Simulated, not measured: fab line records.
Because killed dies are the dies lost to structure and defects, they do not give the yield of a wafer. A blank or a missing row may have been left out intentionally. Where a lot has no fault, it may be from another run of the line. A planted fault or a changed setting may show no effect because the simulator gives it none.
Which tool is to blame? | flow sky130 | 42 wafers from 14 lots sampled at 3 of the route's 708 steps

WHAT THE GAUGES SHOWED, per wafer
SKY_SONOS_ONO_THK_MEAS_01. Usual: SONOS_ONO_OXIDATION_THK typically reads 2.62 nm, with standard deviation 0.053.
lot  | measured     | on            | SONOS_ONO_OXIDATION_THK (nm) | flag
L180 | day 11 03:25 | film metro-01 | 2.60 2.58 2.62               |
L181 | day 11 16:46 | film metro-01 | 2.59 2.59 2.66               |
L182 | day 11 21:21 | film metro-03 | 2.65 2.68 2.66               |
L184 | day 12 19:50 | film metro-03 | 2.77 2.65 2.67               |
L185 | day 13 06:55 | film metro-04 | 2.54 2.60 2.62               |
L186 | day 13 11:23 | film metro-01 | 2.65 2.68 2.66               |
L187 | day 13 19:51 | film metro-04 | 2.60 2.70 2.64               |
L193 | day 15 18:22 | film metro-03 | 2.63 2.57 2.64               |
L194 | day 16 00:59 | film metro-01 | 2.72 2.60 2.64               |
L195 | day 16 10:40 | film metro-04 | 2.60 2.65 2.59               |
L196 | day 16 20:11 | film metro-01 | 2.69 2.67 2.67               |
L198 | day 17 05:59 | film metro-01 | 2.52 2.53 2.57               |
L199 | day 18 01:16 | film metro-04 | 2.62 2.57 2.61               |
L200 | day 18 04:59 | film metro-03 | 2.56 2.54 2.55               |

SKY_POLY_GATE_THK_MEAS_04. Usual: POLY_GATE_CVD_03_THK typically reads 74.8 nm, with standard deviation 0.62.
lot  | measured     | on            | POLY_GATE_CVD_03_THK (nm) | flag
L180 | day 14 17:59 | film metro-01 | 75.5 76.1 76.3            |
L181 | day 15 13:01 | film metro-03 | 74.3 74.0 74.6            |
L182 | day 15 14:22 | film metro-01 | 75.9 75.1 75.6            |
L184 | day 17 01:39 | film metro-01 | 75.5 75.8 75.7            |
L185 | day 17 15:52 | film metro-01 | 74.8 74.5 75.1            |
L186 | day 17 15:53 | film metro-02 | 75.1 75.3 74.7            |
L187 | day 17 15:53 | film metro-03 | 74.4 74.3 74.5            |
L193 | day 19 22:41 | film metro-02 | 74.6 75.2 75.1            |
L194 | day 20 08:46 | film metro-02 | 75.1 75.7 76.2            |
L195 | day 20 17:17 | film metro-03 | 73.9 73.9 74.2            |
L196 | day 20 23:43 | film metro-01 | 75.2 75.3 74.7            |
L198 | day 21 14:38 | film metro-01 | 74.1 74.6 74.6            |
L199 | day 22 09:01 | film metro-03 | 73.8 73.8 74.3            |
L200 | day 22 12:38 | film metro-02 | 73.7 73.9 74.4            |

SKY_POLY_GATE_THK_MEAS_21. Usual: POLY_GATE_OXIDATION_THK typically reads 3.98 nm, with standard deviation 0.083.
lot  | measured     | on            | POLY_GATE_OXIDATION_THK (nm) | flag
L180 | day 16 00:37 | film metro-03 | 4.23 4.07 4.14               |
L181 | day 16 18:50 | film metro-03 | 4.00 4.04 3.95               |
L182 | day 16 20:16 | film metro-02 | 4.08 4.04 4.06               |
L184 | day 18 09:18 | film metro-02 | 4.11 4.06 4.03               |
L185 | day 19 04:14 | film metro-01 | 3.96 3.98 4.02               |
L186 | day 19 04:13 | film metro-02 | 3.97 3.93 3.96               |
L187 | day 19 04:13 | film metro-03 | 3.96 3.94 3.94               |
L193 | day 21 08:05 | film metro-01 | 3.92 4.00 3.97               |
L194 | day 21 17:41 | film metro-02 | 3.84 3.87 3.92               |
L195 | day 22 02:10 | film metro-03 | 3.95 3.99 4.00               |
L196 | day 22 08:43 | film metro-01 | 3.97 3.98 4.00               |
L198 | day 22 22:56 | film metro-03 | 3.90 3.97 3.88               |
L199 | day 23 16:24 | film metro-02 | 3.87 3.85 3.86               |
L200 | day 23 20:52 | film metro-02 | 3.91 4.00 3.99               |

WHICH TOOL RAN EACH LOT (tool, then ch and the chambers of the sampled wafers, then the start)
The record holds no process step before these readings.

WHAT THE TOOLS THEMSELVES READ (means of the sampled wafers that have a number; where no wafer has one, the mark that the record gives instead)
The record holds no such reading with a usual standard deviation.

THE ANSWER, worked out from the rows above alone
Rule: a lot counts as off when the mean over its wafers that have a number is more than 3 standard deviations away from the usual mean. A lot without any number at a reading at which 4 lots or more have one is off too. Any other lot the step has rows for is counted as sound. First the gauges in route order, then the tools' own readings, where a lot's mean is used as printed above. At the first step where some lot is off, the reading lying furthest off is the one used; lots without a number count as furthest.
Nothing can be told from this: no lot is off at any reading shown.

WHAT HAD BEEN PUT IN BY THE SIMULATOR
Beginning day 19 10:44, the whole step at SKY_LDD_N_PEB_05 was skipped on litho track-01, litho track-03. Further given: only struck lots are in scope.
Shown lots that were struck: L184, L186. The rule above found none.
